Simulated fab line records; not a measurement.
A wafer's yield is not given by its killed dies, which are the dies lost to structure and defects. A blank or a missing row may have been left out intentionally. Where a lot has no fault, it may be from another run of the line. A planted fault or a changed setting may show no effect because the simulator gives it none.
What tool caused it?	flow gf180mcu	Sampling: 13 lots, 39 wafers, 5 of 602 route steps

== WHAT EACH GAUGE READ, for each wafer ==
GF_HV_LDD_OVL_MEAS_20.
lot	measured	on	HV_LDD_01_OVL (nm)
L410	day 10 17:16	overlay-02	2.0 1.0 -1.2
L411	day 10 23:58	overlay-01	-0.7 -0.7 -1.5
L412	day 11 08:31	overlay-01	-1.8 -0.2 -1.8
L415	day 12 09:04	overlay-02	-1.2 -1.4 -0.6
L418	day 13 08:47	overlay-01	0.4 0.0 0.1
L419	day 13 15:13	overlay-01	-1.7 -0.4 -2.1
L422	day 14 18:55	overlay-01	-1.7 0.0 -1.5
L423	day 14 23:47	overlay-02	-3.4 -1.6 -2.3
L424	day 15 04:41	overlay-02	-0.6 -1.4 -2.1
L426	day 15 21:59	overlay-01	-0.8 0.1 -0.5
L427	day 16 04:05	overlay-01	-2.7 0.4 -4.1
L432	day 17 18:01	overlay-01	-0.8 -1.3 -2.0
L433	day 17 23:38	overlay-02	-0.9 -1.7 -1.0

GF_NSD_OVL_MEAS_08.
lot	measured	on	NSD_OVL (nm)
L410	day 13 06:59	overlay-02	-1.5 -1.4 0.4
L411	day 13 12:50	overlay-01	-1.1 -0.2 -1.3
L412	day 13 23:12	overlay-01	-0.4 -1.3 -1.9
L415	day 15 03:37	overlay-02	-2.0 -1.1 -0.3
L418	day 16 04:44	overlay-01	-1.0 0.1 -1.8
L419	day 16 12:14	overlay-02	1.0 1.6 0.8
L422	day 17 19:32	overlay-02	-0.2 -1.0 -1.6
L423	day 17 22:50	overlay-01	1.5 -0.5 -0.6
L424	day 18 06:22	overlay-01	0.8 0.4 0.3
L426	day 18 23:34	overlay-01	0.2 0.7 1.1
L427	day 19 05:57	overlay-02	1.4 -0.3 -0.6
L432	day 20 21:50	overlay-02	-0.2 2.2 0.8
L433	day 21 03:26	overlay-01	-0.1 -2.7 -2.4

GF_SAB_CD_MEAS_09 targets a cd of 420 nm.
lot	measured	on	cdNm (nm)
L410	day 15 01:18	cdSem-01	423.4 420.9 421.6
L411	day 15 07:51	cdSem-02	418.1 416.8 416.5
L412	day 15 19:07	cdSem-01	419.0 420.8 420.6
L415	day 17 00:28	cdSem-01	421.6 421.6 420.7
L418	day 18 03:53	cdSem-02	418.6 419.2 418.2
L419	day 18 11:44	cdSem-01	465.9 466.3 465.1 465.7 466.6 465.2
L422	day 19 20:51	cdSem-02	455.3 453.8 455.2 454.9 454.1 455.2
L423	day 19 23:57	cdSem-02	420.2 419.6 418.2
L424	day 20 07:49	cdSem-02	419.2 418.2 420.9
L426	day 21 01:26	cdSem-01	420.2 421.5 421.4
L427	day 21 07:03	cdSem-01	424.5 421.8 421.7
L432	day 22 20:49	cdSem-01	422.2 421.4 419.8
L433	day 23 03:58	cdSem-01	416.6 419.1 418.9

GF_SALICIDE_THK_MEAS_05: measures by xrf.
lot	measured	on	SALICIDE_TIN_THK (nm)
L410	day 15 01:58	filmMetro-03	19.58 19.55 19.49
L411	day 15 08:32	filmMetro-03	19.83 19.74 19.63
L412	day 15 19:48	filmMetro-01	19.94 19.87 20.00
L415	day 17 01:06	filmMetro-03	20.15 20.10 20.24
L418	day 18 04:34	filmMetro-02	20.43 20.54 20.30
L419	day 18 22:49	filmMetro-02	20.23 20.21 20.15
L422	day 20 01:13	filmMetro-01	20.37 20.30 20.47
L423	day 20 00:37	filmMetro-02	20.02 19.97 20.13
L424	day 20 08:29	filmMetro-01	19.80 19.91 19.84
L426	day 21 02:07	filmMetro-01	19.60 20.05 19.79
L427	day 21 07:52	filmMetro-02	19.87 19.92 19.91
L432	day 22 21:29	filmMetro-02	20.29 20.33 20.54
L433	day 23 04:37	filmMetro-03	20.27 20.05 19.97

== TOOL THAT RAN EACH LOT (tool first, then ch and the chambers of the sampled wafers, then the start) ==
lot	GF_SAB_EXPOSE_06
L410	ilineStepper-01 ch 0, day 14 15:11
L411	ilineStepper-02 ch 0, day 14 21:47
L412	ilineStepper-02 ch 0, day 15 08:25
L415	ilineStepper-01 ch 0, day 16 13:28
L418	ilineStepper-02 ch 0, day 17 16:17
L419	ilineStepper-01 ch 0, day 17 23:55
L422	ilineStepper-01 ch 0, day 19 08:34
L423	ilineStepper-02 ch 0, day 19 11:55
L424	ilineStepper-02 ch 0, day 19 20:13
L426	ilineStepper-02 ch 0, day 20 13:11
L427	ilineStepper-02 ch 0, day 20 19:03
L432	ilineStepper-02 ch 0, day 22 09:38
L433	ilineStepper-02 ch 0, day 22 16:28
- GF_SAB_EXPOSE_06: exposes mask SAB, target cd 420 nm.

== WHAT THE TOOLS THEMSELVES READ (means of the sampled wafers that have a number; where no wafer has one, the mark that the record gives instead) ==
GF_SAB_EXPOSE_06.
lot	tool	exposureDoseMJCm2	stageVelMmS (mm/s)
L410	ilineStepper-01	140.06	499.90
L411	ilineStepper-02	139.92	499.93
L412	ilineStepper-02	139.93	500.41
L415	ilineStepper-01	139.71	499.72
L418	ilineStepper-02	139.89	499.82
L419	ilineStepper-01	119.13	499.68
L422	ilineStepper-01	123.18	500.09
L423	ilineStepper-02	139.82	499.90
L424	ilineStepper-02	139.86	499.70
L426	ilineStepper-02	139.84	499.96
L427	ilineStepper-02	139.77	500.01
L432	ilineStepper-02	139.92	500.20
L433	ilineStepper-02	139.89	500.50

== THE ANSWER, worked out from the rows above alone ==
Rule: the usual values come from the lots themselves. The widest of any qualifying gaps counts: lots, ordered by their means at a reading, are off when they make up no more than a third of the lots, leave a main group of 4 or more, and stand apart from it by 3 or more times the standard deviation of that group's means. A main group is skipped when, at the precision printed for the reading in the tables above, its means are all equal. A lot without any number at a reading at which 4 lots or more have one is off too. Where the step has rows for the other lots, those lots are counted as sound. Order of review: gauges by route order, followed by the tools' own readings, for which a lot's mean as printed above is used. At the first step where some lot is off, the reading lying furthest off is the one used; lots without a number count as furthest.
Off: L419, L422 (GF_SAB_CD_MEAS_09, cdNm). The main group: mean 420.1 nm, standard deviation 1.6.
A tool fits if, at a process step before that reading, it ran every lot that is off, and no sound lot after the first of them. Not tried: the gauges at GF_SAB_CD_MEAS_09; whatever is off there is also off at GF_SAB_EXPOSE_06, on other tools, and gauge error can't account for it. One fits: ilineStepper-01 at GF_SAB_EXPOSE_06. Its last sound lot is L415 (day 16 13:28), its first lot that is off L419 (day 17 23:55): a fault that began between those two fits.
The tool's own readings at GF_SAB_EXPOSE_06 bear it out: on the lots that are off they differ by more than 5 times the standard deviation of the sound lots' means. exposureDoseMJCm2 reads 121.16 there against 139.87 on the sound lots.

== WHAT THE SIMULATOR PUT IN ==
Process parameters drifting: ilineStepper-01 at GF_SAB_EXPOSE_06, beginning at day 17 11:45. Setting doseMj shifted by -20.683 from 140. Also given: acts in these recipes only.
Lots struck among those shown: L419, L422. This agrees with what the rule above found.
